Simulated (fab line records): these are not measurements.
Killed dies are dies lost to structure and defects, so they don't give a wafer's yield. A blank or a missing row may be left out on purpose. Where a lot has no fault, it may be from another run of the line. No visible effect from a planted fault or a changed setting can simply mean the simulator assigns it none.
fab line records	flow sfq_line
[record] lots = 14	wafers = 42	last_day = 91
route steps=325 shown M1@65 M4@158 R5@214
lots untouched by any fault: they come from a run of this same line in which no faults occurred
start_h: the number of hours between the record's first day and the start of the first shown wafer of the lot	wait_h: hours elapsed since this lot's preceding step	" as in the row above	L1.1+2: a row that stands for several wafers	- no value present, or no start provided	* or withheld: withheld	< > ~ a bound
route shown NAME@n: names a module that has steps shown in the file, with the first one's number in the route	usual: mean/standard deviation taken from wafers without a fault	same: alike in all rows	chamber/n: place in a boat	sites: each site's reading	_std_site: how widely they spread, as a standard deviation	_edge_site: mean of outer sites minus mean of inner sites	radius_mm: for every site, how far away it sits from the centre of the wafer	mask NAME#n: copy n	behind: the last tool/chamber to shape the wafer	hold: why the lot was held/for how many hours/how that ended	device: the transistor (n, p or np) that didn't switch	end of line: tests run on the same wafers once the route is complete	a step given without rows: its recipe and nothing more	killed: count of dies lost to structure and defects at first sort (not the wafer's yield)	map: the dies of a wafer, with x for killed, . for not killed, _ for no die there
set.NAME: the setting as run; set.NAME@STEP: as run at that earlier step	model.NAME: the simulator's own value behind a step, which no gauge read
one table for each step of the route and one row for each wafer, over a sample of lots
services: from which hour (start_h, from the record's first day; less than 0 if before it) a tool's chamber was out of use, for how many hours, and why
[[steps]]
[step SFQ_TRILAYER_M1_LITHO_EXPOSE_040]
[recipe] mask_id = M1	na = 0.6	source_shape = conventional	sigma_outer = 0.65	target_cd_nm = 500	dose_mj = 14.4
[usual] exposure_dose_mJ_cm2 = 14.398/0.014	focus_offset_nm = 0.0/0.54
lot.wafer	tool	chamber	start_h	wait_h	mask	exposure_dose_mJ_cm2	focus_offset_nm
L982.1	krf_scanner-01	0	254.00	-	M1#0	14.377	0.5
L982.4	"	0	"	"	M1#0	14.385	0.9
L982.6	"	0	"	"	M1#0	14.382	0.5
L983.3	krf_scanner-01	0	259.20	-	M1#0	14.409	-0.3
L983.4	"	0	"	"	M1#0	14.406	-0.1
L983.5	"	0	"	"	M1#0	14.397	1.0
L984.2	krf_scanner-01	0	268.60	-	M1#0	14.376	0.7
L984.5	"	0	"	"	M1#0	14.377	-0.4
L984.6	"	0	"	"	M1#0	14.387	0.4
L985.1	krf_scanner-01	0	274.40	-	M1#0	14.397	0.2
L985.4	"	0	"	"	M1#0	14.401	-1.0
L985.6	"	0	"	"	M1#0	14.381	-0.9
L987.2	krf_scanner-01	-	279.40	-	M1#0	-	-
L987.3	"	-	"	"	M1#0	-	-
L987.5	"	-	"	"	M1#0	-	-
L988.2	krf_scanner-01	-	289.00	-	M1#0	-	-
L988.3	"	-	"	"	M1#0	-	-
L988.4	"	-	"	"	M1#0	-	-
L989.1	krf_scanner-01	0	297.20	-	M1#0	14.400	0.3
L989.2	"	0	"	"	M1#0	14.393	0.0
L989.3	"	0	"	"	M1#0	14.417	0.3
L994.3	krf_scanner-01	0	332.60	-	M1#0	14.407	-1.3
L994.5	"	0	"	"	M1#0	14.412	-0.8
L994.6	"	0	"	"	M1#0	14.410	-0.8
L997.1	krf_scanner-01	0	356.20	-	M1#0	14.394	-0.8
L997.4	"	0	"	"	M1#0	14.410	-0.5
L997.6	"	0	"	"	M1#0	14.420	-1.3
L998.1	krf_scanner-01	0	367.31	-	M1#0	14.392	0.1
L998.3	"	0	"	"	M1#0	14.413	-0.8
L998.6	"	0	"	"	M1#0	14.392	0.5
L999.1	krf_scanner-01	0	374.51	-	M1#0	14.393	-0.3
L999.3	"	0	"	"	M1#0	14.396	0.6
L999.6	"	0	"	"	M1#0	14.393	0.5
L102.2	krf_scanner-01	0	397.61	-	M1#0	14.406	-0.1
L102.3	"	0	"	"	M1#0	14.418	-0.3
L102.6	"	0	"	"	M1#0	14.402	0.0
L103.1	krf_scanner-01	0	405.81	-	M1#0	14.415	0.1
L103.2	"	0	"	"	M1#0	14.385	0.7
L103.6	"	0	"	"	M1#0	14.399	0.8
L104.1	krf_scanner-01	0	411.81	-	M1#0	14.380	0.2
L104.2	"	0	"	"	M1#0	14.392	-0.1
L104.4	"	0	"	"	M1#0	14.415	0.8
[step SFQ_M4_OVL_MEAS_926]
[usual] M4_OVL = 3/8.5
lot.wafer	tool	chamber	start_h	wait_h	M4_OVL[nm]
L982.1	overlay-02	-	1018.92	0.1	9
L982.4	"	-	"	"	10
L982.6	"	-	"	"	16
L983.3	overlay-02	-	1021.33	0.1	19
L983.4	"	-	"	"	18
L983.5	"	-	"	"	17
L984.2	overlay-02	-	1045.41	0.1	10
L984.5	"	-	"	"	9
L984.6	"	-	"	"	7
L985.1	overlay-02	-	1052.58	0.1	12
L985.4	"	-	"	"	2
L985.6	"	-	"	"	0
L987.2	overlay-01	-	1071.79	0.1	-
L987.3	"	-	"	"	-
L987.5	"	-	"	"	-
L988.2	overlay-01	-	1086.18	0.1	-
L988.3	"	-	"	"	-
L988.4	"	-	"	"	-
L989.1	overlay-01	-	1090.10	0.1	0
L989.2	"	-	"	"	-1
L989.3	"	-	"	"	4
L994.3	overlay-02	-	1123.24	0.1	18
L994.5	"	-	"	"	14
L994.6	"	-	"	"	9
L997.1	overlay-01	-	1144.64	0.1	1
L997.4	"	-	"	"	-4
L997.6	"	-	"	"	-10
L998.1	overlay-01	-	1146.59	0.1	-14
L998.3	"	-	"	"	-6
L998.6	"	-	"	"	-11
L999.1	overlay-01	-	1154.79	0.1	-4
L999.3	"	-	"	"	-3
L999.6	"	-	"	"	-6
L102.2	overlay-02	-	1190.32	0.1	-1
L102.3	"	-	"	"	3
L102.6	"	-	"	"	4
L103.1	overlay-02	-	1204.84	0.1	4
L103.2	"	-	"	"	5
L103.6	"	-	"	"	1
L104.1	overlay-01	-	1220.52	0.1	-5
L104.2	"	-	"	"	-3
L104.4	"	-	"	"	-4
[step SFQ_TRILAYER_R5_DEP_SPUTTER_134]
[recipe] material = Ti	base_pressure_pa = 1.33e-06	target_thk_nm = 5	power_w = 2000	time_s = 5	chamber_pressure_pa = 0.4
[usual] cathode_dc_power_W = 2000.0/0.35	throttle_valve_pct = 29.4/1.1
lot.wafer	tool	chamber	start_h	wait_h	cathode_dc_power_W	throttle_valve_pct
L982.1	pvd_sputter-03	-	1324.49	0.0	2000.4	29.3
L982.4	"	-	"	"	2000.1	29.7
L982.6	"	-	"	"	2000.0	28.8
L983.3	pvd_sputter-03	-	1328.10	0.0	1999.2	29.1
L983.4	"	-	"	"	1999.7	28.9
L983.5	"	-	"	"	2000.3	29.4
L984.2	pvd_sputter-03	-	1361.83	0.0	2000.4	29.2
L984.5	"	-	"	"	1999.6	29.2
L984.6	"	-	"	"	2000.1	29.9
L985.1	pvd_sputter-05	-	1365.41	0.0	1999.9	28.0
L985.4	"	-	"	"	1999.8	32.8
L985.6	"	-	"	"	1999.3	32.8
L987.2	pvd_sputter-05	-	1385.81	0.0	1999.9	30.2
L987.3	"	-	"	"	1999.6	29.6
L987.5	"	-	"	"	2000.5	29.7
L988.2	pvd_sputter-05	-	1395.64	0.0	2000.2	27.5
L988.3	"	-	"	"	1999.2	29.6
L988.4	"	-	"	"	2000.4	30.4
L989.1	pvd_sputter-05	-	1402.63	0.0	2000.2	27.7
L989.2	"	-	"	"	2000.2	29.4
L989.3	"	-	"	"	1999.6	30.2
L994.3	pvd_sputter-04	-	1441.57	0.0	2000.3	30.3
L994.5	"	-	"	"	2000.3	28.9
L994.6	"	-	"	"	1999.9	29.6
L997.1	pvd_sputter-05	-	1463.87	0.0	2000.1	32.9
L997.4	"	-	"	"	1999.3	27.6
L997.6	"	-	"	"	2000.5	30.4
L998.1	pvd_sputter-04	-	1467.47	0.0	1999.7	27.9
L998.3	"	-	"	"	1999.5	30.1
L998.6	"	-	"	"	1999.7	28.1
L999.1	pvd_sputter-03	-	1481.06	0.0	1999.7	29.8
L999.3	"	-	"	"	2000.0	30.0
L999.6	"	-	"	"	1999.5	29.1
L102.2	pvd_sputter-03	-	1645.85	0.0	2000.1	28.6
L102.3	"	-	"	"	1999.3	29.7
L102.6	"	-	"	"	2000.4	28.9
L103.1	pvd_sputter-05	-	1656.22	0.0	2000.5	27.8
L103.2	"	-	"	"	1999.5	29.6
L103.6	"	-	"	"	2000.1	29.6
L104.1	pvd_sputter-03	-	1673.28	0.0	2000.6	29.7
L104.2	"	-	"	"	1999.7	28.6
L104.4	"	-	"	"	1999.9	29.7
[step SFQ_TRILAYER_R5_STRIP_STRIP_140]
[recipe] gas = O2	power_w = 200	platen_temp_c = 40	overash_fraction = 0.65	chemistry = O2	pressure_mtorr = 50
[usual] chamber_pressure_mTorr = 49.99/0.045	drypump_motor_current_A = 5.4/0.48	oes_product_au = 1.001/0.0075
lot.wafer	tool	chamber	start_h	wait_h	chamber_pressure_mTorr	drypump_motor_current_A	oes_product_au	rf_hours_counter_h
L982.1	rie_metal-01	1	1482.70	0.0	49.98	5.0	1.002	57
L982.4	"	1	"	"	50.01	5.0	1.003	-
L982.6	"	0	"	"	50.00	5.8	1.024	-
L983.3	rie_metal-03	1	1486.50	0.2	49.99	4.9	0.993	-
L983.4	"	0	"	"	50.02	5.7	1.004	-
L983.5	"	0	"	"	50.02	5.6	1.007	-
L984.2	rie_metal-03	1	1514.03	0.0	49.96	4.9	1.000	4
L984.5	"	1	"	"	49.98	4.9	1.001	-
L984.6	"	0	"	"	49.99	5.6	0.992	-
L985.1	rie_metal-03	1	1517.63	0.0	50.02	4.9	1.009	5
L985.4	"	0	"	"	49.90	5.6	0.996	-
L985.6	"	1	"	"	50.04	4.9	1.001	-
L987.2	rie_metal-03	1	1532.03	0.0	49.98	4.9	0.995	6
L987.3	"	1	"	"	49.98	4.9	0.999	-
L987.5	"	1	"	"	49.99	5.0	1.003	-
L988.2	rie_metal-04	0	1539.23	0.0	50.07	5.0	1.002	71
L988.3	"	1	"	"	49.99	6.2	0.992	-
L988.4	"	0	"	"	49.99	5.0	0.998	-
L989.1	rie_metal-04	0	1545.23	0.0	49.97	5.0	1.013	72
L989.2	"	1	"	"	50.00	6.1	0.996	37
L989.3	"	0	"	"	49.93	5.1	0.997	-
L994.3	rie_metal-03	0	1587.43	0.2	50.12	5.6	1.003	-
L994.5	"	0	"	"	50.05	5.6	1.000	-
L994.6	"	1	"	"	49.89	4.9	0.983	-
L997.1	rie_metal-04	1	1600.43	0.0	50.03	6.2	0.996	44
L997.4	"	0	"	"	50.01	5.0	1.022	-
L997.6	"	0	"	"	49.99	5.0	1.015	-
L998.1	rie_metal-03	0	1604.45	0.1	49.92	5.7	1.008	12
L998.3	"	1	"	"	50.05	4.9	0.990	-
L998.6	"	1	"	"	49.97	4.9	0.994	-
L999.1	rie_metal-04	0	1616.03	0.0	50.06	5.0	1.000	81
L999.3	"	1	"	"	50.00	6.2	0.997	-
L999.6	"	0	"	"	50.03	5.1	0.997	-
L102.2	rie_metal-01	1	1648.58	0.0	50.07	5.0	0.998	81
L102.3	"	0	"	"	49.95	5.8	1.006	-
L102.6	"	1	"	"	49.95	5.0	1.001	-
L103.1	rie_metal-03	0	1659.06	0.1	50.02	5.6	0.995	19
L103.2	"	0	"	"	50.12	5.6	0.998	-
L103.6	"	0	"	"	50.00	5.6	0.993	-
L104.1	rie_metal-04	0	1676.01	0.0	50.02	5.0	1.007	88
L104.2	"	1	"	"	50.00	6.2	0.995	53
L104.4	"	0	"	"	49.99	5.0	1.002	-
[[services]]
tool	chamber	start_h	hours	kind
krf_scanner-01	-	311.60	1.0	pm
krf_scanner-01	-	313.65	0.6	repair
krf_scanner-01	-	357.40	0.8	pm
krf_scanner-01	-	358.15	4.0	pm
krf_scanner-01	-	378.11	1.3	pm
krf_scanner-01	-	480.25	1.0	pm
krf_scanner-01	-	509.20	0.8	repair
krf_scanner-01	-	525.11	0.8	pm
krf_scanner-01	-	554.08	1.3	pm
krf_scanner-01	-	648.98	1.0	pm
krf_scanner-01	-	667.37	0.3	repair
krf_scanner-01	-	693.91	0.8	pm
krf_scanner-01	-	700.81	2.4	repair
krf_scanner-01	-	729.45	1.3	pm
krf_scanner-01	-	774.34	0.5	repair
krf_scanner-01	-	825.80	1.0	pm
krf_scanner-01	-	835.24	4.4	pm
krf_scanner-01	-	863.24	0.8	pm
krf_scanner-01	-	887.99	3.6	pm
krf_scanner-01	-	905.94	1.3	pm
krf_scanner-01	-	987.87	1.0	pm
krf_scanner-01	-	1006.05	0.8	pm
krf_scanner-01	-	1031.85	0.8	pm
krf_scanner-01	-	1081.30	1.3	pm
[[key]]
[first_sign] step = SFQ_TRILAYER_M1_LITHO_EXPOSE_040	reading = tool_record	direction = missing
effect none on later readings
met_at SFQ_TRILAYER_M1_LITHO_EXPOSE_040
struck_lots L987,L988
not_acting_at SFQ_M4_OVL_MEAS_926,SFQ_TRILAYER_R5_DEP_SPUTTER_134,SFQ_TRILAYER_R5_STRIP_STRIP_140
onset_between 274.40 279.40
[fault] kind = skipped_step_whole	tool = krf_scanner-01	chamber = -	onset_h = 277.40	steps = SFQ_TRILAYER_M1_LITHO_EXPOSE_040	scope = struck_lots_only
